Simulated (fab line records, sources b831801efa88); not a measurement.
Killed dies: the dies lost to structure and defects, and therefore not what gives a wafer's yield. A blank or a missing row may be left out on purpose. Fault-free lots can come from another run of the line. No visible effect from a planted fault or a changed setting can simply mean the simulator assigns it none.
A lot that was struck, set against a sound lot || flow sky130 || 17 out of 708 route steps
Sound: wafers L820.1, L820.2, L820.3. Wafers L824.3, L824.5, L824.6 were the ones struck. The cause is given at the end.
Each step with rows lists, per side, the tool, then ch with its chambers, then its first start. Under that, the readings that differ: sound wafers || struck wafers || difference of the means || sigmas: that difference in standard deviations of wafers without a fault.
alike: words and numbers the same on both sides, and readings whose means are apart by under 2 such deviations; not compared: readings that were withheld, readings missing a value for some wafer, numbers with overlapping values and no deviation given by the record, and bounds like >300 which may hide the same value.
A row with sigmas, a row that says differs or no value, or rows on one side alone: a step with any of these is where the two part. When numbers do not overlap yet have no deviation, they are printed without sigmas and do not part them. Lack of a reading on every wafer of one side parts them only where that side has two or more wafers.

SKY_LDD_HVN_OVL_MEAS_07:
  sound: overlay-02 at day 21 12:06; struck: overlay-01 at day 23 19:14
  alike: LDD_HVN_OVL
following that, these wafers have no rows for 1 step: SKY_LDD_HVN_IMPLANT_08.
SKY_LDD_HVN_STRIP_09: strips in O2/N2.
  sound on plasmaAsher-01 ch 0,1, day 21 12:17; struck on plasmaAsher-03 ch 0,1, day 23 19:26
  alike: drypumpMotorCurrentA, oesProductAu, stripTimeToEndpointS
  not compared: rfHoursCounterH
SKY_LDD_HVN_TW_MEAS_10:
  sound: filmMetro-03 at day 21 12:23; struck: filmMetro-03 at day 23 19:32
  alike: LDD_HVN_TW
then, 7 steps without rows for these wafers: SKY_LDD_HVP_DEHYDRATE_00 (time 60 s); SKY_LDD_HVP_HMDS_01 (prime time 60 s); SKY_LDD_HVP_COAT_02 (resist thk 300 nm); SKY_LDD_HVP_SOFTBAKE_03 (time 60 s); SKY_LDD_HVP_EXPOSE_04 (exposes mask HVPTM, target cd 700 nm); SKY_LDD_HVP_PEB_05; SKY_LDD_HVP_DEVELOP_06 (develop time 60 s).
SKY_LDD_HVP_OVL_MEAS_07:
  sound: overlay-02 at day 22 19:46; struck: overlay-01 at day 25 01:01
  alike: LDD_HVP_OVL
SKY_LDD_HVP_IMPLANT_08:
  sound on implanter-01 ch 0, day 22 19:48; struck on implanter-01 ch 0, day 25 01:06
{"reading": "doseIonsCm2", "sound": "1.698e+13 1.6974e+13 1.6972e+13", "struck": "1.4751e+13 1.4734e+13 1.4741e+13", "difference": -2.2333e+12, "sigmas": "-99 or more"}
{"reading": "faradayCurrentUA", "sound": "96.0 95.2 98.9", "struck": "83.7 83.5 83.0", "difference": -13.3, "sigmas": -8}
SKY_LDD_HVP_STRIP_09: strips in O2/N2.
  sound on plasmaAsher-03 ch 0,1, day 22 19:57; struck on plasmaAsher-04 ch 0,1, day 25 01:14
  alike: drypumpMotorCurrentA, oesProductAu, stripTimeToEndpointS
  not compared: rfHoursCounterH
SKY_LDD_HVP_TW_MEAS_10:
  sound: filmMetro-01 at day 22 20:03; struck: filmMetro-03 at day 25 01:19
{"reading": "LDD_HVP_TW", "sound": "457 459 460", "struck": "441 442 437", "difference": -19, "sigmas": -5}
then, 1 step without rows for these wafers: SKY_LDD_LDN_DEHYDRATE_00 (time 60 s).
-- the record jumps here: 23 days lie between the struck wafers' starts before and after (it left off in module LDD_LDN and takes up again in module PAD_OPEN, whose first step shown is number 708 of the route) --
SKY_PAD_OPEN_PROBE_99:
  sound: prober-02 at day 46 16:58; struck: prober-02 at day 48 08:13
{"reading": "model.etest.tip_p_5v.rsOhmSq", "sound": "2848 2884 2857", "struck": "3221 3229 3219", "difference": "+360", "sigmas": ""}
  alike: killed_at_M0_to_M3, killed_at_M4_up, killedAtContacts, killedAtFrontEnd, killedAtOther, killedDies, killedOpen, killedShort

== WHERE THEY PART ==
Earliest at SKY_LDD_HVP_IMPLANT_08; latest, in this record, at SKY_LDD_HVP_TW_MEAS_10. Later steps at which nothing parts them and some readings are alike: SKY_PAD_OPEN_PROBE_99.

WHY: what the simulator had put in
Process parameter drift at SKY_LDD_HVP_IMPLANT_08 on implanter-01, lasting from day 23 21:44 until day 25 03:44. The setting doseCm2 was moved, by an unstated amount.
